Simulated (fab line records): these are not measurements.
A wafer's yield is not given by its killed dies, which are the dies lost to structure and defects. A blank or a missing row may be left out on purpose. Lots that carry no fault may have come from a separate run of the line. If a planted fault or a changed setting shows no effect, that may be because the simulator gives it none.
Problem report in the 8D (eight disciplines) form, filled by code + flow sfq_line + the parts of the form that need people (team, actions taken, sign-off) are left out

1. WHAT IS WRONG
Wafers without a fault read 212 s, standard deviation 6.5; time_to_endpoint_s at SFQ_TRILAYER_I0_CMP_CMP_028 reads a mean of 280 s on 3 wafers belonging to 2 lots. That is +10 standard deviations from the usual mean.
The step: polishes SiO2.
First observed at day 12 14:47: wafer L568.6, on cmp-01. The record holds 40 wafers of 14 lots with a number at this step. Rule for "out", or "out of limits": more than 4 standard deviations from the usual mean. All remaining wafers that have a number are taken as sound.

2. WHAT IT IS, AND WHAT IT ISN'T
| question                    | is                     | is not                                                                                 |
|-----------------------------|------------------------|----------------------------------------------------------------------------------------|
| which readings at this step | time_to_endpoint_s     | head_pressure_psi, motor_current_A                                                     |
| which lots                  | L568, L569             | L550, L552, L553, L554, L555, L556, L557, L560, L570, L571, L572, L573                 |
| which wafers of those lots  | L568.6, L569.1, L569.6 | L568.4                                                                                 |
| read on which tools         | cmp-01                 | cmp-02                                                                                 |
| when                        | from day 12 14:47      | up to then (25 sound wafers); but 12 sound wafers of L570, L571, L572, L573 came after |

3. THE SUSPECTS, EACH WITH WHAT RULES IT OUT
Counting: if a tool at a process step up to the reading ran every lot that is out, it stays a suspect. Sound lots after the first of them don't rule it out here, since some wafers of a struck lot are sound.
- cmp-01 at SFQ_TRILAYER_I0_CMP_CMP_028 (polishes SiO2): kept. Ran every lot that is out, first one L568 (day 12 12:47); last sound lot up to then L560 (day 10 14:57). Out on those wafers are its own readings of time_to_endpoint_s.
Remaining after the count: cmp-01 at SFQ_TRILAYER_I0_CMP_CMP_028.

4. THE CAUSE (what the simulator had put in)
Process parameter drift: cmp-01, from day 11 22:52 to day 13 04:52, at SFQ_TRILAYER_I0_CMP_CMP_028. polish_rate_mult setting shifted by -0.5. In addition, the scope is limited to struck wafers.
Only this tool survived the counting.

5. SEQUENCE OF EFFECTS, ordered by route
Rows list readings where the struck wafers' mean (over those with a number) sits beyond 3 standard deviations from the usual. Readings are gone through only where the record gives a usual standard deviation; hours: the median, over the lots, of the time from a lot's start at the first step in this table giving one to that lot's start at this step; sigmas: the change measured in usual standard deviations.
| hours | step                                  | reading            | usual      | on struck wafers | change | sigmas      |
|-------|---------------------------------------|--------------------|------------|------------------|--------|-------------|
| 0     | SFQ_TRILAYER_I0_CMP_CMP_028           | time_to_endpoint_s | 212 s      | 280              | +68    | +10         |
| 2     | SFQ_TRILAYER_I0_METRO_MEASURE_029     | thk_nm             | 199.6 nm   | 305.7            | +106.1 | +99 or more |
| 106   | SFQ_TRILAYER_I0_VIA_ETCH_VIA_ETCH_034 | oes_product_au     | 0.853 a.u. | 1.009            | +0.156 | +29         |
The process steps in it:
- SFQ_TRILAYER_I0_CMP_CMP_028: polishes SiO2.
- SFQ_TRILAYER_I0_METRO_MEASURE_029
- SFQ_TRILAYER_I0_VIA_ETCH_VIA_ETCH_034: etches SiO2 in CHF3, stops on Nb, target depth 260 nm.

6. WHAT WOULD HAVE CAUGHT IT SOONER
In this record no reading fell out of limits until day 12 14:47, 16 hours after the fault had begun at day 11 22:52.
